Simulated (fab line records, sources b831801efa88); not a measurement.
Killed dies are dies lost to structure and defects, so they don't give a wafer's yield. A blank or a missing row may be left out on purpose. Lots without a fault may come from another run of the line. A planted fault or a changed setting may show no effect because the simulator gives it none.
One fault seen from 2 desks | flow gf180mcu | each desk has only its own numbers; what lay behind them comes last

THE TOOL OWNER'S DESK: pvd_sputter-04
The tool's own readings at GF_M2_SPUTTER_00 (material Ti, target thk 37.5 nm, time 150 s): means of the sampled wafers that have a number, for each lot that ran on this tool. A lot is out of limits, marked OUT, if its mean lies more than 4 standard deviations from the usual mean; the brackets give that distance.
Columns: A = cathode_dc_power_W at GF_M2_SPUTTER_00, usual 4000.0 W; B = throttle_valve_pct at GF_M2_SPUTTER_00, usual 30.1 %
lot  | first seen here | A      | B
L381 | day 22 15:22    | 4000.0 | 29.9
L390 | day 25 18:02    | 4000.0 | 29.4
This desk's finding: nothing out of limits on any of the 2 lots.

THE METROLOGY DESK
What the gauges read, lot by lot, whatever tool the lot ran on: means of the sampled wafers that have a number. A lot is out of limits, marked OUT, if its mean lies more than 4 standard deviations from the usual mean; the brackets give that distance.
Columns: A = V5_OVL at GF_V5_OVL_MEAS_15, usual 1 nm
lot  | first seen here | A
L369 | day 26 22:28    | -1
L372 | day 27 22:28    | 1
L371 | day 28 02:59    | -3
L373 | day 28 05:10    | -3
L375 | day 29 11:16    | 1
L376 | day 29 12:44    | 1
L380 | day 30 14:52    | -4
L381 | day 30 22:49    | -1
L385 | day 31 21:38    | 8
L387 | day 32 09:59    | -3
L388 | day 32 13:14    | 6
L390 | day 33 05:58    | 2
L392 | day 33 15:25    | -1
This desk's finding: nothing out of limits on any of the 13 lots.

PUT TOGETHER
The tool owner's desk saw nothing out of limits.
The metrology desk saw nothing out of limits.

WHAT THE SIMULATOR HAD PUT IN
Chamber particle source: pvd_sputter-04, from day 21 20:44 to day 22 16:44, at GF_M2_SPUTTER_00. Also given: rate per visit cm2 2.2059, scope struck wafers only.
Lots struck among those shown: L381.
